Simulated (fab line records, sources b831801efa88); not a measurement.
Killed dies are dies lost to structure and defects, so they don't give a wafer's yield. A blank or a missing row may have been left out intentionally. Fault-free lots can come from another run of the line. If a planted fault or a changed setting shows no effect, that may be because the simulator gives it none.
fab line records ; flow sky130
[record] lots = 5; wafers = 15; last_day = 50
route steps=708 shown VIA2@518
lots that met no fault: taken from a fault-free run of the same line
start_h: hours from the record's first day to the start of the lot's first wafer shown ; wait_h: hours from the lot's prior step to this one ; " as in the row above ; L1.1+2: several wafers, shown together as one row ; - either no value or no given start ; * or withheld: withheld ; < > ~ a bound
route shown NAME@n: a module of which the file shows steps, and the number in the route of the first ; usual: mean/standard deviation of fault-free wafers ; same: alike in all rows ; chamber/n: place in a boat ; sites: readings site by site ; _std_site: standard deviation of those values ; _edge_site: the outer-site mean with the inner-site mean subtracted ; radius_mm: for every site, how far away it sits from the centre of the wafer ; mask NAME#n: copy n ; behind: the last tool/chamber to shape the wafer ; hold: what put the lot on hold/how long, in hours/how the hold closed ; device: the n, p or np transistor that did not switch ; end of line: the tests these same wafers got at the end of their route ; a step given without rows: its recipe and nothing more ; killed: the dies lost at the first sort to structure and to defects; this is not the yield of the wafer ; map: dies across one wafer; x = killed, . = not, _ = none there
set.NAME: the setting as run; set.NAME@STEP: as run at that earlier step ; model.NAME: the simulator's own value behind a step, which no gauge read
lots seen at some steps along the route; tables by step, rows by wafer
services: a tool's chamber out of use, with start hour (start_h, from the record's first day; less than 0 if before it), hours out, and reason
[[steps]]
[step SKY_VIA2_DEVELOP_11]
[recipe] develop_time_s = 60; resist = KrF-thick; dev_temp_c = 21
[usual] exhaust_pa = 44.7/0.86
[same] develop_time_s = 60
lot.wafer;tool;chamber;start_h;wait_h;exhaust_pa
L078.3;litho_track-01;0;-;-;43.8
L078.4;litho_track-01;0;-;-;44.9
L078.5;litho_track-01;0;-;-;44.4
L080.2;litho_track-02;0;-;-;46.0
L080.4;litho_track-02;0;-;-;43.6
L080.6;litho_track-02;0;-;-;43.6
L082.3;litho_track-02;0;-;-;44.3
L082.4;litho_track-02;0;-;-;43.2
L082.6;litho_track-02;0;-;-;43.9
L091.2;litho_track-02;0;-;-;45.5
L091.3;litho_track-02;0;-;-;44.8
L091.6;litho_track-02;0;-;-;44.1
L093.3;litho_track-02;0;-;-;44.8
L093.5;litho_track-02;0;-;-;45.6
L093.6;litho_track-02;0;-;-;43.6
[step SKY_VIA2_CD_MEAS_12]
[recipe] target_cd_nm = 200
[usual] cd_nm = 199.7/1.3
lot.wafer;tool;chamber;start_h;wait_h;cd_nm
L078.3;cd_sem-01;-;909.78;-;198.6
L078.4;cd_sem-01;-;909.78;-;198.6
L078.5;cd_sem-01;-;909.78;-;199.9
L080.2;cd_sem-02;-;919.99;-;199.4
L080.4;cd_sem-02;-;919.99;-;200.3
L080.6;cd_sem-02;-;919.99;-;200.8
L082.3;cd_sem-01;-;937.96;-;202.5
L082.4;cd_sem-01;-;937.96;-;202.1
L082.6;cd_sem-01;-;937.96;-;201.5
L091.2;cd_sem-01;-;982.59;-;200.2
L091.3;cd_sem-01;-;982.59;-;197.8
L091.6;cd_sem-01;-;982.59;-;199.3
L093.3;cd_sem-02;-;996.61;-;200.4
L093.5;cd_sem-02;-;996.61;-;200.6
L093.6;cd_sem-02;-;996.61;-;200.2
[step SKY_VIA2_OVL_MEAS_13]
[usual] VIA2_OVL = -1/5
lot.wafer;tool;chamber;start_h;wait_h;VIA2_OVL[nm]
L078.3;overlay-02;-;909.87;0.1;-5
L078.4;overlay-02;-;909.87;0.1;-1
L078.5;overlay-02;-;909.87;0.1;-3
L080.2;overlay-02;-;920.09;0.1;0
L080.4;overlay-02;-;920.09;0.1;-4
L080.6;overlay-02;-;920.09;0.1;2
L082.3;overlay-01;-;938.05;0.1;-5
L082.4;overlay-01;-;938.05;0.1;-4
L082.6;overlay-01;-;938.05;0.1;-4
L091.2;overlay-01;-;982.69;0.1;6
L091.3;overlay-01;-;982.69;0.1;-4
L091.6;overlay-01;-;982.69;0.1;3
L093.3;overlay-02;-;996.70;0.1;6
L093.5;overlay-02;-;996.70;0.1;-1
L093.6;overlay-02;-;996.70;0.1;-1
[step SKY_VIA2_ETCH_14]
[recipe] chemistry = N2/H2; target = BARC; ion_energy_ev = 200; source_w = 500; bias_w = 100; pressure_mtorr = 30; n2_flow_sccm = 100; h2_flow_sccm = 200; stop_on = SiO2; time_s = 45.9; target_depth_a = 600
[usual] drypump_motor_current_A = 5.9/0.43; n2_flow_sccm = 100.03/0.29; oes_product_au = 0.855/0.0045; throttle_valve_pct = 13.226/0.0087
lot.wafer;tool;chamber;start_h;wait_h;drypump_motor_current_A;n2_flow_sccm;oes_product_au;rf_hours_counter_h;throttle_valve_pct
L078.3;rie_diel-01;3;909.89;0.0;6.2;99.75;0.862;27;13.223
L078.4;rie_diel-01;2;909.89;0.0;6.0;100.14;0.854;20;13.217
L078.5;rie_diel-01;3;909.89;0.0;6.2;99.89;0.862;-;13.227
L080.2;rie_diel-01;3;920.12;0.0;6.2;99.78;0.861;27;13.225
L080.4;rie_diel-01;1;920.12;0.0;6.1;99.82;0.851;16;13.228
L080.6;rie_diel-01;2;920.12;0.0;6.0;99.68;0.851;-;13.215
L082.3;rie_diel-01;1;938.07;0.0;6.1;100.58;0.858;16;13.231
L082.4;rie_diel-01;0;938.07;0.0;5.9;99.71;0.857;16;13.224
L082.6;rie_diel-01;1;938.07;0.0;6.2;100.19;0.858;-;13.207
L091.2;rie_diel-03;0;982.72;0.0;5.9;99.80;0.859;12;13.234
L091.3;rie_diel-03;2;982.72;0.0;5.0;99.58;0.857;11;13.236
L091.6;rie_diel-03;2;982.72;0.0;5.0;99.71;0.853;-;13.229
L093.3;rie_diel-03;0;996.72;0.0;6.0;99.83;0.861;12;13.221
L093.5;rie_diel-03;1;996.72;0.0;5.1;100.21;0.860;-;13.229
L093.6;rie_diel-03;0;996.72;0.0;6.0;99.98;0.853;-;13.223
[step SKY_VIA2_ETCH_15]
[recipe] target = SiO2; chemistry = C4F8/O2/Ar; target_depth_nm = 546; stop_on = TiN; mask_material = KrF-thick; source_w = 1500; bias_w = 1200; pressure_mtorr = 40; c4f8_flow_sccm = withheld; O2_flow_sccm = 6; Ar_flow_sccm = 300; time_s = 84
[usual] oes_product_au = 0.940/0.0049
lot.wafer;tool;chamber;start_h;wait_h;oes_product_au;rf_hours_counter_h
L078.3;rie_diel-01;3;909.94;0.0;0.941;27
L078.4;rie_diel-01;2;909.94;0.0;0.937;20
L078.5;rie_diel-01;3;909.94;0.0;0.947;-
L080.2;rie_diel-01;3;920.17;0.0;0.937;27
L080.4;rie_diel-01;1;920.17;0.0;0.948;16
L080.6;rie_diel-01;2;920.17;0.0;0.944;-
L082.3;rie_diel-01;1;938.12;0.0;0.948;16
L082.4;rie_diel-01;0;938.12;0.0;0.942;16
L082.6;rie_diel-01;1;938.12;0.0;0.938;-
L091.2;rie_diel-03;0;982.77;0.0;0.941;12
L091.3;rie_diel-03;2;982.77;0.0;0.946;11
L091.6;rie_diel-03;2;982.77;0.0;0.940;-
L093.3;rie_diel-03;0;996.77;0.0;0.939;12
L093.5;rie_diel-03;1;996.77;0.0;0.935;-
L093.6;rie_diel-03;0;996.77;0.0;0.940;-
[step SKY_VIA2_STRIP_16]
[recipe] chemistry = O2/N2; power_w = 1400; pressure_mtorr = 1500; platen_temp_c = withheld; o2_flow_sccm = 3000; n2_flow_sccm = 300; overash_fraction = 0.5
[usual] drypump_motor_current_A = 5.6/0.31; n2_flow_sccm = 299.9/0.81; oes_product_au = 0.398/0.0047; strip_time_to_endpoint_s = 4.050/0.025
lot.wafer;tool;chamber;start_h;wait_h;drypump_motor_current_A;n2_flow_sccm;oes_product_au;rf_hours_counter_h;strip_time_to_endpoint_s
L078.3;plasma_asher-01;1;910.03;0.1;5.3;300.9;0.400;-;4.063
L078.4;plasma_asher-01;0;910.03;0.1;5.1;300.2;0.397;-;4.077
L078.5;plasma_asher-01;0;910.03;0.1;5.1;299.3;0.396;-;4.053
L080.2;plasma_asher-04;1;920.23;0.0;5.9;299.6;0.404;48;4.097
L080.4;plasma_asher-04;1;920.23;0.0;5.8;300.1;0.403;-;4.050
L080.6;plasma_asher-04;1;920.23;0.0;5.8;299.0;0.400;-;4.119
L082.3;plasma_asher-03;0;938.21;0.1;5.3;300.3;0.395;-;4.030
L082.4;plasma_asher-03;1;938.21;0.1;5.3;301.2;0.397;-;4.042
L082.6;plasma_asher-03;1;938.21;0.1;5.3;300.2;0.400;-;4.047
L091.2;plasma_asher-04;0;982.83;0.0;5.9;299.7;0.402;54;4.019
L091.3;plasma_asher-04;0;982.83;0.0;5.9;300.0;0.398;-;4.036
L091.6;plasma_asher-04;0;982.83;0.0;5.9;300.3;0.400;-;4.033
L093.3;plasma_asher-04;0;996.86;0.1;5.9;301.0;0.383;-;4.029
L093.5;plasma_asher-04;0;996.86;0.1;5.9;299.4;0.396;-;4.052
L093.6;plasma_asher-04;1;996.86;0.1;5.9;299.8;0.399;-;4.039
[step SKY_VIA2_STRIP_17]
[recipe] chemistry = post_etch_residue_remover; time_s = 1200; temp_c = 72.5
lot.wafer;tool;chamber;start_h;wait_h
L078.3+4+5;wet_bench-03;3;910.10;0.0
L080.2+4+6;wet_bench-01;3;920.33;0.1
L082.3+4+6;wet_bench-02;0;938.28;0.0
L091.2+3+6;wet_bench-03;1;982.93;0.1
L093.3+5+6;wet_bench-01;2;996.93;0.0
[step SKY_VIA2_CLEAN_18]
[recipe] chemistry = IPA; time_s = 180; temp_c = 25
lot.wafer;tool;chamber;start_h;wait_h
L078.3+4+5;wet_bench-02;1;910.44;0.0
L080.2+4+6;wet_bench-03;0;920.67;0.0
L082.3+4+6;wet_bench-03;0;938.65;0.0
L091.2+3+6;wet_bench-01;1;983.30;0.0
L093.3+5+6;wet_bench-02;3;997.27;0.0
[step SKY_VIA2_CLEAN_19]
[recipe] chemistry = O3/DIW; dry = n2_spin
lot.wafer;tool;chamber;start_h;wait_h
L078.3+4+5;wet_bench-01;2;910.50;0.0
L080.2+4+6;wet_bench-02;2;920.73;0.0
L082.3+4+6;wet_bench-02;1;938.71;0.0
L091.2+3+6;wet_bench-02;0;983.36;0.0
L093.3+5+6;wet_bench-03;0;997.33;0.0
[step SKY_VIA2_SPUTTER_20]
[recipe] material = TiN; target_thk_nm = 20; chamber_pressure_pa = 5; power_w = 4000; time_s = 80
[usual] throttle_valve_pct = 29.8/1.4
lot.wafer;tool;chamber;start_h;wait_h;throttle_valve_pct
L078.3;pvd_sputter-04;-;910.59;0.0;31.3
L078.4;pvd_sputter-04;-;910.59;0.0;30.5
L078.5;pvd_sputter-04;-;910.59;0.0;31.3
L080.2;pvd_sputter-01;-;920.83;0.0;30.3
L080.4;pvd_sputter-01;-;920.83;0.0;27.7
L080.6;pvd_sputter-01;-;920.83;0.0;30.2
L082.3;pvd_sputter-01;-;938.81;0.0;28.2
L082.4;pvd_sputter-01;-;938.81;0.0;27.6
L082.6;pvd_sputter-01;-;938.81;0.0;27.8
L091.2;pvd_sputter-04;-;983.45;0.0;31.2
L091.3;pvd_sputter-04;-;983.45;0.0;30.4
L091.6;pvd_sputter-04;-;983.45;0.0;31.6
L093.3;pvd_sputter-01;-;997.42;0.0;30.5
L093.5;pvd_sputter-01;-;997.42;0.0;30.2
L093.6;pvd_sputter-01;-;997.42;0.0;28.3
[step SKY_VIA2_CVD_21]
[recipe] material = W; target_thk_nm = 420; time_s = 126.4; temp_c = 400; pressure_torr = 40
[usual] heater_power_w = 817/98
lot.wafer;tool;chamber;start_h;wait_h;heater_power_w
L078.3;cvd_w-01;0;910.70;0.1;944
L078.4;cvd_w-01;1;910.70;0.1;669
L078.5;cvd_w-01;0;910.70;0.1;939
L080.2;cvd_w-01;1;920.89;0.0;680
L080.4;cvd_w-01;1;920.89;0.0;684
L080.6;cvd_w-01;0;920.89;0.0;927
L082.3;cvd_w-01;1;938.91;0.1;666
L082.4;cvd_w-01;0;938.91;0.1;954
L082.6;cvd_w-01;1;938.91;0.1;690
L091.2;cvd_w-02;0;983.51;0.0;780
L091.3;cvd_w-02;1;983.51;0.0;856
L091.6;cvd_w-02;0;983.51;0.0;781
L093.3;cvd_w-02;1;997.53;0.1;870
L093.5;cvd_w-02;1;997.53;0.1;869
L093.6;cvd_w-02;0;997.53;0.1;774
[step SKY_VIA2_RS_MEAS_22]
[recipe] thk_meas_gauge = four-point-probe; reads = W_of_VIA2_CVD_21+TiN_of_VIA2_SPUTTER_20
[usual] VIA2_W_RS = 0.271/0.0031
lot.wafer;tool;chamber;start_h;wait_h;VIA2_W_RS[ohm/sq]
L078.3;film_metro-01;-;910.82;0.1;0.271
L078.4;film_metro-01;-;910.82;0.1;0.274
L078.5;film_metro-01;-;910.82;0.1;0.271
L080.2;film_metro-03;-;921.04;0.1;0.270
L080.4;film_metro-03;-;921.04;0.1;0.271
L080.6;film_metro-03;-;921.04;0.1;0.280
L082.3;film_metro-02;-;939.04;0.1;0.271
L082.4;film_metro-02;-;939.04;0.1;0.275
L082.6;film_metro-02;-;939.04;0.1;0.270
L091.2;film_metro-03;-;983.66;0.1;0.272
L091.3;film_metro-03;-;983.66;0.1;0.274
L091.6;film_metro-03;-;983.66;0.1;0.274
L093.3;film_metro-02;-;997.65;0.1;0.265
L093.5;film_metro-02;-;997.65;0.1;0.266
L093.6;film_metro-02;-;997.65;0.1;0.266
[step SKY_VIA2_THK_MEAS_23]
[recipe] thk_meas_gauge = xrf; reads = W_of_VIA2_CVD_21
[usual] VIA2_W_THK = 427/7.9
lot.wafer;tool;chamber;start_h;wait_h;VIA2_W_THK[nm]
L078.3;film_metro-01;-;910.92;0.1;422
L078.4;film_metro-01;-;910.92;0.1;414
L078.5;film_metro-01;-;910.92;0.1;421
L080.2;film_metro-03;-;921.15;0.1;441
L080.4;film_metro-03;-;921.15;0.1;439
L080.6;film_metro-03;-;921.15;0.1;423
L082.3;film_metro-02;-;939.14;0.1;424
L082.4;film_metro-02;-;939.14;0.1;417
L082.6;film_metro-02;-;939.14;0.1;425
L091.2;film_metro-03;-;983.77;0.1;438
L091.3;film_metro-03;-;983.77;0.1;433
L091.6;film_metro-03;-;983.77;0.1;436
L093.3;film_metro-02;-;997.75;0.1;435
L093.5;film_metro-02;-;997.75;0.1;433
L093.6;film_metro-02;-;997.75;0.1;434
[[services]]
tool;chamber;start_h;hours;kind
cvd_w-02;-;888.10;2.8;pm
cvd_w-01;-;894.86;2.2;repair
cvd_w-02;-;904.00;14.0;pm
cvd_w-02;0;904.00;14.0;vent_cycle
cvd_w-02;1;904.00;26.1;vent_cycle
wet_bench-03;-;908.27;1.6;repair
cvd_w-02;1;916.26;13.8;repair
rie_diel-03;1;917.02;7.1;repair
cvd_w-02;0;918.00;-;clean
cvd_w-02;1;918.00;-;clean
pvd_sputter-04;-;918.84;2.8;repair
litho_track-02;-;943.13;-;consumable_replace:filter
rie_diel-03;-;944.15;0.2;repair
pvd_sputter-01;-;964.91;0.7;repair
wet_bench-03;-;970.09;1.0;repair
pvd_sputter-01;3;973.23;-;consumable_replace:kit
pvd_sputter-01;3;973.23;18.0;scheduled_down
pvd_sputter-01;3;973.23;18.0;vent_cycle
rie_diel-01;2;977.09;2.0;repair
cvd_w-01;0;981.61;4.1;repair
wet_bench-01;-;984.55;1.9;pm
cvd_w-01;1;986.44;8.9;repair
plasma_asher-01;-;986.99;2.8;pm
pvd_sputter-01;-;994.16;3.2;repair
[[key]]
fault none
